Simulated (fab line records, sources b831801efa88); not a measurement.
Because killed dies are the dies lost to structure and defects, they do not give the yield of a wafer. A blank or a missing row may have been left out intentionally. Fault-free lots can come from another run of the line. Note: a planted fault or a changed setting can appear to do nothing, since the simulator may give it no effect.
Problem report in the 8D (eight disciplines) form, filled by code | flow gf180mcu | the parts of the form that need people (team, actions taken, sign-off) are left out

## 1. THE PROBLEM
Wafers without a fault read 440.2 nm, standard deviation 1.9; cd-nm at GF_TOP_METAL_CD_MEAS_14 reads a mean of 451.5 nm on 9 wafers belonging to 3 lots. Measured from the usual mean, that is +5.9 standard deviations.
The step: target cd 440 nm.
The first sign was on wafer L568.2 at day 32 16:11, on cd-sem-01. The record holds 36 wafers of 12 lots with a number at this step. The rule behind "out" and "out of limits": a value lying over 4 standard deviations away from the usual mean. All remaining wafers that have a number are taken as sound.

## 2. WHAT IT IS AND WHAT IT IS NOT
question                    | is                     | is not
which readings at this step | cd-nm                  | -
which lots                  | L568, L569, L570       | L554, L555, L558, L559, L560, L561, L567, L573, L575
which wafers of those lots  | all that have a number | -
read on which gauges        | cd-sem-01              | cd-sem-02
when                        | from day 32 16:11      | up to then (21 sound wafers); but 6 sound wafers of L573, L575 came after

## 3. THE SUSPECTS, EACH WITH WHAT RULES IT OUT
Counting: a tool at a process step up to the reading stays a suspect if it ran every lot that is out and no sound lot after the first of them.
- the gauge at GF_TOP_METAL_CD_MEAS_14: ruled out. All the wafers that are out were read on cd-sem-01, but those of them that GF_TOP_METAL_EXPOSE_11 has rows for are out there too, on other tools.
- pvd-sputter-03 at GF_TOP_METAL_SPUTTER_00 (material Ti, target thk 37.5 nm, time 150 s): kept. All lots that are out passed through it, beginning with L568 at day 31 23:47, and no sound lot followed; its final sound lot before that point was L560 at day 29 07:44.
- iline-stepper-01 at GF_TOP_METAL_EXPOSE_11 (exposes mask MetalTop, target cd 440 nm): kept. All lots that are out passed through it, beginning with L568 at day 32 08:17, and no sound lot followed; its final sound lot before that point was L567 at day 31 20:20. Its own readings are out on those wafers: exposure-dose-mJ-cm2.
Remaining after the count are pvd-sputter-03 at GF_TOP_METAL_SPUTTER_00 and iline-stepper-01 at GF_TOP_METAL_EXPOSE_11.

## 4. THE CAUSE (what the simulator had put in)
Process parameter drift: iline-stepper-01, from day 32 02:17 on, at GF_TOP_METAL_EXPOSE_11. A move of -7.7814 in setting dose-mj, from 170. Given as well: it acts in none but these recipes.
This tool is one of the 2 suspects left after counting.

## 5. THE CHAIN OF EFFECTS, in route order
Each row: a reading where the mean over the struck wafers with a number is more than 3 standard deviations away from the usual. Readings are gone through only where the record gives a usual standard deviation; hours: the median, over the lots, of the time from a lot's start at the first step in this table giving one to that lot's start at this step; sigmas: the change measured in usual standard deviations.
hours | step                    | reading              | usual    | on struck wafers | change | sigmas
0     | GF_TOP_METAL_EXPOSE_11  | exposure-dose-mJ-cm2 | 169.90   | 163.26           | -6.64  | -39
8     | GF_TOP_METAL_CD_MEAS_14 | cd-nm                | 440.2 nm | 451.5            | +11.3  | +5.9
Here are the process steps it includes:
- GF_TOP_METAL_EXPOSE_11: exposes mask MetalTop, target cd 440 nm.

## 6. WHAT WOULD HAVE CAUGHT IT SOONER
14 hours passed between the start of the fault at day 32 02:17 and the first reading out of limits at a measuring or inspecting step in this record, taken at day 32 16:11.
Tool's own readings at GF_TOP_METAL_EXPOSE_11, exposure-dose-mJ-cm2: out on all struck wafers the step has rows for; an alarm limit on them would have tripped on the first.
Among the 3 lots that are out, L569, L570 began GF_TOP_METAL_EXPOSE_11 on iline-stepper-01 after day 32 16:11. A hold on the tool at that time would have spared those 2.
